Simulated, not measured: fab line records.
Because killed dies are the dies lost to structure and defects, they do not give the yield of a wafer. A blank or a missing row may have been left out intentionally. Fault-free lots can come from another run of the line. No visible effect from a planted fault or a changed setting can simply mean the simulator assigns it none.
Commonality check across tools || flow sky130 || 39 wafers sampled across 11 lots

== WHY THIS WAS OPENED ==
SKY_FIELD_ISO_THK_MEAS_02, reading FIELD_ISO_OXIDATION_00_THK: flagged on 2 of 11 lots. No-fault wafers: 12.16 nm, standard deviation 0.24.
Rule: a lot is flagged in two cases, either no wafer of it has a number, or all its wafers with numbers fall more than 4 standard deviations from that mean. The other lots count as sound.

{"lot": "L956", "measured": "day 1 12:49", "on": "film_metro-04", "FIELD_ISO_OXIDATION_00_THK (nm), wafer by wafer": "12.00 12.09 12.33", "flag": ""}
{"lot": "L957", "measured": "day 1 16:38", "on": "film_metro-04", "FIELD_ISO_OXIDATION_00_THK (nm), wafer by wafer": "12.09 12.38 12.02", "flag": ""}
{"lot": "L958", "measured": "day 1 23:07", "on": "film_metro-04", "FIELD_ISO_OXIDATION_00_THK (nm), wafer by wafer": "11.84 11.99 12.16", "flag": ""}
{"lot": "L959", "measured": "day 2 04:13", "on": "film_metro-04", "FIELD_ISO_OXIDATION_00_THK (nm), wafer by wafer": "12.31 11.89 12.15", "flag": ""}
{"lot": "L960", "measured": "day 2 07:38", "on": "film_metro-04", "FIELD_ISO_OXIDATION_00_THK (nm), wafer by wafer": "11.54 11.83 11.59", "flag": ""}
{"lot": "L961", "measured": "day 2 12:40", "on": "film_metro-03", "FIELD_ISO_OXIDATION_00_THK (nm), wafer by wafer": "13.56 13.23 13.45 13.45 13.25 13.49", "flag": "FLAGGED"}
{"lot": "L962", "measured": "day 2 17:39", "on": "film_metro-03", "FIELD_ISO_OXIDATION_00_THK (nm), wafer by wafer": "12.31 12.32 12.39", "flag": ""}
{"lot": "L963", "measured": "day 2 22:39", "on": "film_metro-02", "FIELD_ISO_OXIDATION_00_THK (nm), wafer by wafer": "12.37 12.29 12.14", "flag": ""}
{"lot": "L969", "measured": "day 4 05:12", "on": "film_metro-04", "FIELD_ISO_OXIDATION_00_THK (nm), wafer by wafer": "13.46 13.43 13.52 13.40 13.41 13.54", "flag": "FLAGGED"}
{"lot": "L976", "measured": "day 5 16:03", "on": "film_metro-02", "FIELD_ISO_OXIDATION_00_THK (nm), wafer by wafer": "12.50 12.51 12.52", "flag": ""}
{"lot": "L979", "measured": "day 6 07:18", "on": "film_metro-02", "FIELD_ISO_OXIDATION_00_THK (nm), wafer by wafer": "12.62 12.29 12.37", "flag": ""}
The mean of the flagged lots' numbers is 13.43 nm, +1.27 nm from the usual (+5 standard deviations).

== TOOL THAT RAN EACH LOT ==
The record keeps 1 process step preceding the reading, out of 708 steps on the route. Read each cell as the tool, then ch plus the chambers that the sampled wafers visited, then the start.
{"lot": "L956", "flag": "", "SKY_FIELD_ISO_OXIDATION_01": "furnace-02 ch 0, day 1 11:17"}
{"lot": "L957", "flag": "", "SKY_FIELD_ISO_OXIDATION_01": "furnace-01 ch 0, day 1 15:07"}
{"lot": "L958", "flag": "", "SKY_FIELD_ISO_OXIDATION_01": "furnace-02 ch 0, day 1 21:36"}
{"lot": "L959", "flag": "", "SKY_FIELD_ISO_OXIDATION_01": "furnace-01 ch 0, day 2 02:43"}
{"lot": "L960", "flag": "", "SKY_FIELD_ISO_OXIDATION_01": "furnace-02 ch 0, day 2 06:07"}
{"lot": "L961", "flag": "FLAGGED", "SKY_FIELD_ISO_OXIDATION_01": "furnace-02 ch 0, day 2 11:07"}
{"lot": "L962", "flag": "", "SKY_FIELD_ISO_OXIDATION_01": "furnace-01 ch 0, day 2 16:07"}
{"lot": "L963", "flag": "", "SKY_FIELD_ISO_OXIDATION_01": "furnace-01 ch 0, day 2 21:07"}
{"lot": "L969", "flag": "FLAGGED", "SKY_FIELD_ISO_OXIDATION_01": "furnace-02 ch 0, day 4 03:41"}
{"lot": "L976", "flag": "", "SKY_FIELD_ISO_OXIDATION_01": "furnace-01 ch 0, day 5 14:32"}
{"lot": "L979", "flag": "", "SKY_FIELD_ISO_OXIDATION_01": "furnace-01 ch 0, day 6 05:47"}
These steps, and what they do:
- SKY_FIELD_ISO_OXIDATION_01: stabilise 600 s, purge 300 s, target thk 12 nm.
- SKY_FIELD_ISO_THK_MEAS_02

== FLAGGED OVER TOTAL, TOOL BY TOOL (the gauges that took the reading come last) ==
{"step": "SKY_FIELD_ISO_OXIDATION_01", "tool": "furnace-01", "lots run": 6, "flagged": 0, "share of the flagged lots": "none", "sound lots run after its first flagged lot": "-"}
{"step": "SKY_FIELD_ISO_OXIDATION_01", "tool": "furnace-02", "lots run": 5, "flagged": 2, "share of the flagged lots": "all", "sound lots run after its first flagged lot": 0}
{"step": "SKY_FIELD_ISO_THK_MEAS_02", "tool": "film_metro-02", "lots run": 3, "flagged": 0, "share of the flagged lots": "none", "sound lots run after its first flagged lot": "-"}
{"step": "SKY_FIELD_ISO_THK_MEAS_02", "tool": "film_metro-03", "lots run": 2, "flagged": 1, "share of the flagged lots": "some", "sound lots run after its first flagged lot": "1 (L962)"}
{"step": "SKY_FIELD_ISO_THK_MEAS_02", "tool": "film_metro-04", "lots run": 6, "flagged": 1, "share of the flagged lots": "some", "sound lots run after its first flagged lot": 0}

== WHAT THE TABLE PERMITS ==
1 row of the table ran every flagged lot: furnace-02 at SKY_FIELD_ISO_OXIDATION_01.
- furnace-02 at SKY_FIELD_ISO_OXIDATION_01 ran 5 lots, 2 of them flagged. It ran its last sound lot, L960, at day 2 06:07 and its first flagged lot, L961, at day 2 11:07: a fault with its onset between the two fits.
Left over: one tool, furnace-02 at SKY_FIELD_ISO_OXIDATION_01.

== WHAT THE SIMULATOR HAD PUT IN ==
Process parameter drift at SKY_FIELD_ISO_OXIDATION_01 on furnace-02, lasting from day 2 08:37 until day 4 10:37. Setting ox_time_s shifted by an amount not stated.
Shown lots that were struck: L961, L969. The same result came from the rule above.
